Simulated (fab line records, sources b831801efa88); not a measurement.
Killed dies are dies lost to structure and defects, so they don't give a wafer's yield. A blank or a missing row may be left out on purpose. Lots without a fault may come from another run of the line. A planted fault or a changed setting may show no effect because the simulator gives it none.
Chamber matching | flow sky130 | SKY_VIA1_ETCH_14 on rie_diel-01: 4 sister chambers
The step etches BARC in N2/H2, stops on SiO2, time 45.9 s, target depth 60 nm. 7 wafers are shown with their chamber, then 9 later ones without.

WAFERS WITH THEIR CHAMBER
wafer  | chamber | drypump_motor_current_A (A) | throttle_valve_pct (%)
L074.6 | 1       | 4.8                         | 13.234
L075.2 | 2       | 4.9                         | 13.217
L083.4 | 2       | 4.9                         | 13.220
L084.6 | 3       | 5.9                         | 13.226
L089.2 | 3       | 5.8                         | 13.221
L089.3 | 0       | 6.1                         | 13.240
L089.5 | 0       | 6.1                         | 13.211

WAFERS WITHOUT THEIR CHAMBER
wafer  | drypump_motor_current_A (A) | throttle_valve_pct (%)
L093.1 | 4.9                         | 13.216
L093.2 | 6.1                         | 13.210
L093.3 | 5.9                         | 13.208
L093.4 | 6.1                         | 13.222
L093.5 | 4.9                         | 13.228
L093.6 | 5.9                         | 13.223
L095.2 | 5.8                         | 13.228
L095.3 | 4.9                         | 13.238
L095.5 | 6.1                         | 13.214

WHICH CHAMBER EACH WENT THROUGH
wafer  | from the rows above     | in truth
L093.1 | 2                       | 2
L093.2 | 0                       | 0
L093.3 | 3                       | 3
L093.4 | 0                       | 0
L093.5 | can't be placed: 2 or 1 | 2
L093.6 | 3                       | 3
L095.2 | 3                       | 3
L095.3 | can't be placed: 2 or 1 | 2
L095.5 | 0                       | 0
Placed correctly: 7 of 9. Can't be placed from these rows: 2 (the true chamber is among the candidates in 2). Placed wrongly: 0.
How it was worked out, from the rows above alone: a wafer's distance from a chamber is the root of the sum, over the readings, of the square of ((its reading less the chamber's mean) divided by the reading's scatter). The wafer belongs to the nearest chamber; if the next one is less than 2 further off, it can't be placed. A chamber's mean is the mean of its shown wafers. The scatter: the root of (the sum of the squares of (reading less its chamber's mean) over the shown wafers, divided by (wafers less chambers)).
